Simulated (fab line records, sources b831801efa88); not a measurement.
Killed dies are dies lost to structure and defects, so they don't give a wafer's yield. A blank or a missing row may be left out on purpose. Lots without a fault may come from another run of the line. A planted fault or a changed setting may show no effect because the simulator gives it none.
Problem report in the 8D (eight disciplines) form, filled by code | flow gf180mcu | the parts of the form that need people (team, actions taken, sign-off) are left out

1. THE PROBLEM
cd_nm at GF_M5_CD_MEAS_07 reads a mean of 270.6 nm on 2 wafers of 1 lot; wafers without a fault read 280.5 nm with a standard deviation of 1. That is -9.9 standard deviations from the usual mean.
The step: target cd 280 nm.
First seen on wafer L896.5, day 27 18:45, on cd_sem-02. The record holds 36 wafers of 12 lots with a number at this step. Rule for "out", or "out of limits": more than 4 standard deviations from the usual mean. The other wafers with a number count as sound.

2. WHAT IT IS AND WHAT IT IS NOT
question                    | is                | is not
which readings at this step | cd_nm             | -
which lots                  | L896              | L894, L898, L905, L908, L909, L910, L911, L912, L913, L915, L916
which wafers of those lots  | L896.5, L896.6    | L896.4
read on which gauges        | cd_sem-02         | cd_sem-01
when                        | from day 27 18:45 | up to then (4 sound wafers); but 30 sound wafers of L898, L905, L908, L909, L910, L911, L912, L913, L915, L916 came after

3. SUSPECTS, AND WHAT RULES EACH OUT
Counting: a tool at a process step up to the reading stays a suspect if it ran every lot that is out. Sound lots after the first of them don't rule it out here, since some wafers of a struck lot are sound.
- the gauge at GF_M5_CD_MEAS_07: kept. All the wafers that are out were read on cd_sem-02, and no step on other tools shows them out.
- rie_diel-03 at GF_V4_ETCH_16 (etches BARC in N2/H2): kept. It ran the lot that is out, L896 (day 26 00:51).
- krf_scanner-02 at GF_M5_EXPOSE_04 (exposes mask Metal5, target cd 280 nm): kept. It ran the lot that is out, L896 (day 27 09:22); its last sound lot up to then is L894 (day 25 18:43).
Left after counting: rie_diel-03 at GF_V4_ETCH_16, krf_scanner-02 at GF_M5_EXPOSE_04, cd_sem-02 at GF_M5_CD_MEAS_07.

4. THE CAUSE (what the simulator had put in)
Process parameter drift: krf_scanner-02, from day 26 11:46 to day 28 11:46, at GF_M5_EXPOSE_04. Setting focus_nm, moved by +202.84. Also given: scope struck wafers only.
Counting left 3 suspects, and this tool is among them.

5. THE CHAIN OF EFFECTS, in route order
Each row: a reading whose mean over the struck wafers that have a number lies more than 3 standard deviations from the usual. Only readings for which the record gives a usual standard deviation are gone through. hours: the time from each lot's start at the first step in this table that gives one to its start at this step, as a median over the lots. sigmas: the change in usual standard deviations.
hours | step             | reading | usual    | on struck wafers | change | sigmas
0     | GF_M5_CD_MEAS_07 | cd_nm   | 280.5 nm | 270.6            | -9.9   | -9.9
Later measuring or inspecting steps at which every struck wafer that the step has a row for has a number for every such reading, and none has moved that far: GF_TOP_METAL_OVL_MEAS_15.

6. WHAT WOULD HAVE CAUGHT IT SOONER
In this record the first reading out of limits at a measuring or inspecting step was taken at day 27 18:45, 31 hours after the fault began at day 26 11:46.
All the lots that are out (1) had begun GF_M5_EXPOSE_04 on krf_scanner-02 by day 27 18:45. A hold on the tool at that time would have spared none of them.
